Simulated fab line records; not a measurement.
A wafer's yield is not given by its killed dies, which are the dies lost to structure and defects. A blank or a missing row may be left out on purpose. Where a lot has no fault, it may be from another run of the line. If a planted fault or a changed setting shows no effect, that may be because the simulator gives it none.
fab line records    flow sfq_line
[record] lots = 13  wafers = 39  last_day = 86
route steps=325 shown M4@158 R5@225 C5@247 M6@261
lots untouched by any fault: they come from a run of this same line in which no faults occurred
start_h: hours from the record's opening day to when the first of the lot's shown wafers began    wait_h: how many hours have passed since the lot's step before this one    " repeats the value in the row above    L1.1+2: several wafers, shown together as one row    - no value, or no start given    * or withheld: withheld    < > ~ a bound
route shown NAME@n: NAME is a module with steps in the file, n the number in the route of the first one    usual: the fault-free wafers' mean and standard deviation    same: alike in all rows    chamber/n: place in a boat    sites: readings site by site    _std_site: the values' standard deviation    _edge_site: mean of outer sites minus mean of inner sites    radius_mm: for every site, how far away it sits from the centre of the wafer    mask NAME#n: copy n    behind: the tool/chamber that last shaped the wafer    hold: the reason the lot was held/the length of the hold in hours/how it ended    device: names the non-switching transistor (n, p or np)    end of line: tests run on the same wafers once the route is complete    for a step that has no rows: nothing shown but its recipe    killed: the dies lost at the first sort to structure and to defects; this is not the yield of the wafer    map: shows each die of a wafer: x if killed, . if not, _ if none is there
set.NAME: the setting that was run; set.NAME@STEP: the one run at that earlier step    model.NAME: the simulator's own value behind a step, which no gauge read
the route's steps for a sample of lots (tables are steps, rows are wafers)
services: from which hour (start_h, from the record's first day; less than 0 if before it) a tool's chamber was out of use, for how many hours, and why
[[steps]]
[step SFQ_M4_OVL_MEAS_926]
[usual] M4_OVL = -2/6.1
lot.wafer  tool        chamber  start_h  wait_h  M4_OVL[nm]
L159.3     overlay-02  -        939.98   0.1     4
L159.4     "           -        "        "       9
L159.6     "           -        "        "       9
L161.3     overlay-01  -        947.18   0.1     11
L161.5     "           -        "        "       7
L161.6     "           -        "        "       6
L162.2     overlay-01  -        1004.57  0.1     -5
L162.3     "           -        "        "       -5
L162.4     "           -        "        "       -2
L163.4     overlay-02  -        1012.98  0.1     -2
L163.5     "           -        "        "       -1
L163.6     "           -        "        "       0
L164.1     overlay-02  -        1024.91  0.1     3
L164.2     "           -        "        "       3
L164.6     "           -        "        "       4
L165.1     overlay-02  -        1034.51  0.1     -13
L165.4     "           -        "        "       -8
L165.6     "           -        "        "       -3
L166.1     overlay-02  -        1060.91  0.1     -9
L166.3     "           -        "        "       -4
L166.4     "           -        "        "       3
L167.1     overlay-02  -        1082.51  0.1     -7
L167.2     "           -        "        "       -11
L167.3     "           -        "        "       -11
L168.1     overlay-01  -        1086.11  0.1     0
L168.5     "           -        "        "       -8
L168.6     "           -        "        "       -4
L176.2     overlay-02  -        1167.62  0.1     -3
L176.3     "           -        "        "       -12
L176.4     "           -        "        "       -2
L179.1     overlay-02  -        1179.61  0.1     3
L179.3     "           -        "        "       3
L179.4     "           -        "        "       -2
L180.3     overlay-01  -        1184.43  0.1     -12
L180.5     "           -        "        "       -14
L180.6     "           -        "        "       -9
L181.4     overlay-02  -        1188.03  0.1     -8
L181.5     "           -        "        "       7
L181.6     "           -        "        "       -9
[step SFQ_TRILAYER_R5_ETCH_METAL_ETCH_139]
[recipe] stop_on = SiO2  mask_material = PR  chemistry = Cl2  target_depth_nm = 60  icp_w = 600  bias_w = 80  pressure_mtorr = 10  time_s = 40
[usual] bias_w = 80.01/0.25  drypump_motor_current_A = 5.9/0.51  oes_product_au = 0.990/0.005
lot.wafer  tool          chamber  start_h  wait_h  bias_w  drypump_motor_current_A  oes_product_au  rf_hours_counter_h
L159.3     rie_metal-01  0        1268.81  0.0     79.95   5.3                      0.983           -
L159.4     "             1        "        "       80.40   6.2                      1.002           -
L159.6     "             1        "        "       80.30   6.2                      0.991           -
L161.3     rie_metal-03  0        1274.81  0.0     80.23   6.7                      0.996           -
L161.5     "             0        "        "       80.02   6.6                      0.996           -
L161.6     "             1        "        "       79.72   6.1                      0.994           -
L162.2     rie_metal-02  1        1417.61  0.0     80.17   5.1                      0.986           53
L162.3     "             1        "        "       80.22   5.2                      0.989           -
L162.4     "             0        "        "       79.76   6.1                      0.975           -
L163.4     rie_metal-02  0        1427.65  0.0     80.28   6.1                      0.991           -
L163.5     "             0        "        "       79.47   6.1                      0.988           -
L163.6     "             1        "        "       79.79   5.2                      0.992           -
L164.1     rie_metal-01  1        1433.93  0.0     80.20   6.2                      0.993           53
L164.2     "             0        "        "       80.06   5.3                      0.991           97
L164.6     "             1        "        "       80.48   6.2                      0.991           -
L165.1     rie_metal-03  1        1453.59  0.0     80.16   6.1                      0.989           6
L165.4     "             0        "        "       79.86   6.6                      0.996           -
L165.6     "             1        "        "       79.75   6.1                      0.991           -
L166.1     rie_metal-03  1        1490.74  0.1     79.88   6.1                      1.000           10
L166.3     "             1        "        "       80.38   6.1                      0.992           -
L166.4     "             1        "        "       80.12   6.1                      0.998           -
L167.1     rie_metal-02  0        1512.98  0.0     79.86   6.1                      0.989           96
L167.2     "             1        "        "       80.00   5.2                      0.988           69
L167.3     "             1        "        "       80.12   5.2                      0.987           -
L168.1     rie_metal-03  1        1521.60  0.0     80.07   6.1                      0.991           13
L168.5     "             0        "        "       80.45   6.6                      0.982           -
L168.6     "             1        "        "       80.13   6.1                      0.992           -
L176.2     rie_metal-02  0        1706.10  0.0     80.52   6.1                      0.993           118
L176.3     "             1        "        "       79.66   5.2                      0.983           -
L176.4     "             0        "        "       80.19   6.1                      0.982           -
L179.1     rie_metal-03  1        1714.50  0.0     79.98   6.1                      0.994           36
L179.3     "             1        "        "       79.97   6.1                      0.986           -
L179.4     "             0        "        "       79.91   6.6                      0.980           -
L180.3     rie_metal-02  1        1719.32  0.0     80.02   5.2                      0.993           -
L180.5     "             0        "        "       80.02   6.1                      0.996           -
L180.6     "             1        "        "       79.81   5.2                      0.987           -
L181.4     rie_metal-03  1        1721.72  0.0     79.84   6.1                      0.986           -
L181.5     "             1        "        "       80.16   6.1                      0.985           -
L181.6     "             0        "        "       79.91   6.6                      0.993           -
[step SFQ_TRILAYER_C5_BARC_OPEN_VIA_ETCH_210]
[recipe] mask_material = PR  chemistry = O2  target_depth_nm = 125  target = BARC  source_w = 500  bias_w = 80  pressure_mtorr = 30  time_s = 40.57
[usual] bias_w = 80.02/0.24  drypump_motor_current_A = 6.0/0.42  oes_product_au = 0.693/0.0044
lot.wafer  tool         chamber  start_h  wait_h  bias_w  drypump_motor_current_A  oes_product_au  rf_hours_counter_h
L159.3     rie_diel-02  2        1487.02  0.0     80.13   5.0                      0.691           14
L159.4     "            0        "        "       80.31   5.9                      0.688           15
L159.6     "            1        "        "       79.79   6.4                      0.690           -
L161.3     rie_diel-03  2        1489.42  0.0     79.69   5.8                      0.689           11
L161.5     "            1        "        "       79.84   6.2                      0.697           -
L161.6     "            2        "        "       80.01   5.8                      0.696           -
L162.2     rie_diel-03  3        1663.13  0.0     80.25   6.3                      0.702           17
L162.3     "            1        "        "       80.46   6.2                      0.697           19
L162.4     "            0        "        "       79.75   6.1                      0.699           20
L163.4     rie_diel-03  0        1671.53  0.0     80.30   6.1                      0.693           20
L163.5     "            1        "        "       80.26   6.2                      0.690           -
L163.6     "            2        "        "       79.92   5.8                      0.690           -
L164.1     rie_diel-03  0        1680.93  0.0     80.29   6.1                      0.696           20
L164.2     "            2        "        "       80.39   5.8                      0.689           12
L164.6     "            2        "        "       80.01   5.8                      0.696           -
L165.1     rie_diel-02  3        1702.44  0.0     79.32   5.6                      0.694           4
L165.4     "            2        "        "       79.71   5.0                      0.697           16
L165.6     "            0        "        "       80.31   5.9                      0.689           -
L166.1     rie_diel-03  3        1746.84  0.0     80.13   6.3                      0.692           17
L166.3     "            0        "        "       80.13   6.0                      0.687           0
L166.4     "            1        "        "       79.69   6.2                      0.693           0
L167.1     rie_diel-02  3        1762.44  0.0     80.09   5.6                      0.696           4
L167.2     "            1        "        "       80.52   6.4                      0.686           1
L167.3     "            0        "        "       79.95   5.9                      0.696           17
L168.1     rie_diel-02  2        1796.04  0.0     79.92   5.0                      0.692           17
L168.5     "            1        "        "       79.58   6.4                      0.695           -
L168.6     "            0        "        "       79.75   5.9                      0.692           -
L176.2     rie_diel-03  2        1827.02  0.0     79.81   5.8                      0.695           13
L176.3     "            3        "        "       80.33   6.3                      0.688           18
L176.4     "            1        "        "       83.37   6.2                      0.691           1
L179.1     rie_diel-01  1        1840.73  0.0     80.16   6.3                      0.697           2
L179.3     "            2        "        "       79.99   5.5                      0.694           14
L179.4     "            0        "        "       80.07   6.8                      0.690           15
L180.3     rie_diel-02  3        1844.77  0.0     80.14   5.6                      0.697           5
L180.5     "            1        "        "       79.61   6.4                      0.698           -
L180.6     "            2        "        "       79.68   5.0                      0.688           -
L181.4     rie_diel-01  0        1847.17  0.0     79.94   6.7                      0.691           15
L181.5     "            3        "        "       80.44   5.8                      0.700           -
L181.6     "            2        "        "       80.09   5.5                      0.689           -
[step SFQ_M6_OVL_MEAS_940]
[usual] M6_OVL = 6/4.7
lot.wafer  tool        chamber  start_h  wait_h  M6_OVL[nm]
L159.3     overlay-02  -        1620.98  0.1     3
L159.4     "           -        "        "       2
L159.6     "           -        "        "       3
L161.3     overlay-02  -        1624.70  0.1     -2
L161.5     "           -        "        "       -2
L161.6     "           -        "        "       5
L162.2     overlay-01  -        1702.05  0.1     0
L162.3     "           -        "        "       -1
L162.4     "           -        "        "       -1
L163.4     overlay-01  -        1703.26  0.1     3
L163.5     "           -        "        "       4
L163.6     "           -        "        "       0
L164.1     overlay-01  -        1704.44  0.1     9
L164.2     "           -        "        "       8
L164.6     "           -        "        "       3
L165.1     overlay-01  -        1706.84  0.1     3
L165.4     "           -        "        "       8
L165.6     "           -        "        "       5
L166.1     overlay-01  -        1751.62  0.1     8
L166.3     "           -        "        "       6
L166.4     "           -        "        "       16
L167.1     overlay-01  -        1766.03  0.1     9
L167.2     "           -        "        "       16
L167.3     "           -        "        "       10
L168.1     overlay-02  -        1799.45  0.1     4
L168.5     "           -        "        "       6
L168.6     "           -        "        "       8
L176.2     overlay-02  -        1830.97  0.1     9
L176.3     "           -        "        "       11
L176.4     "           -        "        "       7
L179.1     overlay-02  -        1845.94  0.1     9
L179.3     "           -        "        "       8
L179.4     "           -        "        "       9
L180.3     overlay-01  -        1850.44  0.1     3
L180.5     "           -        "        "       10
L180.6     "           -        "        "       7
L181.4     overlay-02  -        1852.71  0.1     9
L181.5     "           -        "        "       7
L181.6     "           -        "        "       7
[[services]]
tool          chamber  start_h  hours  kind
rie_metal-02  -        1263.77  0.3    repair
rie_diel-02   1        1266.15  4.2    repair
rie_diel-02   2        1274.63  9.8    repair
rie_diel-03   3        1286.65  4.7    repair
rie_diel-03   -        1315.88  0.8    repair
rie_diel-02   2        1349.50  15.2   repair
rie_diel-03   0        1375.03  11.3   repair
rie_diel-03   1        1376.75  3.2    repair
rie_metal-03  1        1396.74  3.9    repair
rie_diel-02   2        1421.72  1.4    repair
rie_metal-02  1        1468.06  4.8    repair
rie_diel-02   -        1468.94  2.8    pm
rie_metal-02  -        1470.36  1.4    pm
rie_diel-02   2        1498.59  1.7    repair
rie_metal-03  0        1532.72  6.4    repair
rie_diel-03   2        1537.57  15.6   repair
rie_diel-03   -        1562.68  2.8    pm
rie_diel-02   0        1603.61  1.9    repair
rie_diel-03   -        1626.11  1.5    repair
rie_diel-02   0        1652.79  9.0    repair
rie_diel-03   2        1675.85  2.4    repair
rie_diel-02   0        1679.32  3.7    repair
rie_diel-03   2        1711.06  15.9   repair
rie_metal-03  -        1791.84  0.7    repair
[[key]]
[first_sign] step = SFQ_TRILAYER_C5_BARC_OPEN_VIA_ETCH_210  reading = bias_w  direction = up  sigmas = 14  usual = 80.02  struck = 83.37
effect none on later readings
met_at SFQ_TRILAYER_C5_BARC_OPEN_VIA_ETCH_210
struck_lots L176
struck_wafers L176.4
not_acting_at SFQ_M4_OVL_MEAS_926,SFQ_TRILAYER_R5_ETCH_METAL_ETCH_139,SFQ_M6_OVL_MEAS_940
onset_between 1746.84 1827.02
[fault] kind = process_parameter_drift  tool = rie_diel-03  chamber = 1  onset_h = 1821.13  steps = SFQ_TRILAYER_C5_BARC_OPEN_VIA_ETCH_210  channel = bias_w  offset = 3.3406  shape = step  end_h = 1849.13  acts_in = these_recipes_only  stated = 80
